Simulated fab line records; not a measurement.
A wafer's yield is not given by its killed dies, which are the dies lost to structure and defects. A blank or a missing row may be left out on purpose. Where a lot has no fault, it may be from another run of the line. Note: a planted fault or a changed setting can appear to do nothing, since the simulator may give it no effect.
8D (eight disciplines) problem report, filled in by code / flow sky130 / the parts of the form that need people (team, actions taken, sign-off) are left out

== 1. PROBLEM STATEMENT ==
Mean of beamEnergyKeV at SKY_LDD_LDN_IMPLANT_09: 15.298 across 6 wafers in 2 lots; on wafers with no fault it is 15.000 (standard deviation 0.0043). That puts it +69 standard deviations away from the usual mean.
The first sign was on wafer L836.3 at day 27 11:56, on implanter-02. Wafers with a number at this step in the record: 18, from 6 lots. Rule for "out" (also "out of limits"): further than 4 standard deviations from the usual mean. Any other wafer with a number is counted as sound.

== 2. WHAT IT IS, WHAT IT ISN'T ==
question=which readings at this step | is=beamEnergyKeV | is not=-
question=which lots | is=L836, L838 | is not=L830, L837, L840, L848
question=which wafers of those lots | is=all that have a number | is not=-
question=read on which tools | is=implanter-02 | is not=implanter-03, implanter-04
question=when | is=from day 27 11:56 | is not=up to then (6 sound wafers); but 6 sound wafers of L840, L848 came after

== 3. THE SUSPECTS, EACH WITH WHAT RULES IT OUT ==
Counting: a tool at any process step up to the reading remains a suspect when it ran all the lots that are out and ran no sound lot after the first of those.
- implanter-02 at SKY_LDD_LDN_IMPLANT_09: kept. It ran every lot that is out, first L836 (day 27 11:56), and no sound lot after that; its last sound lot up to then is L837 (day 27 07:25). On those wafers its own readings are out: beamEnergyKeV.
After counting, what remains is implanter-02 at SKY_LDD_LDN_IMPLANT_09.

== 4. THE CAUSE (what the simulator had put in) ==
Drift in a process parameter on implanter-02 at SKY_LDD_LDN_IMPLANT_09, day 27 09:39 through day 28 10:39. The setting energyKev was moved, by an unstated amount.
Only this tool survived the counting.

== 5. SEQUENCE OF EFFECTS, ordered by route ==
One row per reading whose mean, taken over the struck wafers that have a number, lies over 3 standard deviations from the usual. Only readings whose record carries a usual standard deviation are examined. hours: median over the lots of the time between each lot's start at the first step of this table that gives one and its start at this step. sigmas: the change, counted in usual standard deviations.
hours=0; step=SKY_LDD_LDN_IMPLANT_09; reading=beamEnergyKeV; usual=15.000; on struck wafers=15.298; change=+0.298; sigmas=+69
Here are the process steps it includes:
- SKY_LDD_LDN_IMPLANT_09

== 6. WHAT WOULD HAVE CAUGHT IT SOONER ==
In this record the first reading out of limits was taken at day 27 11:56, 2 hours after the fault began at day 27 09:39.
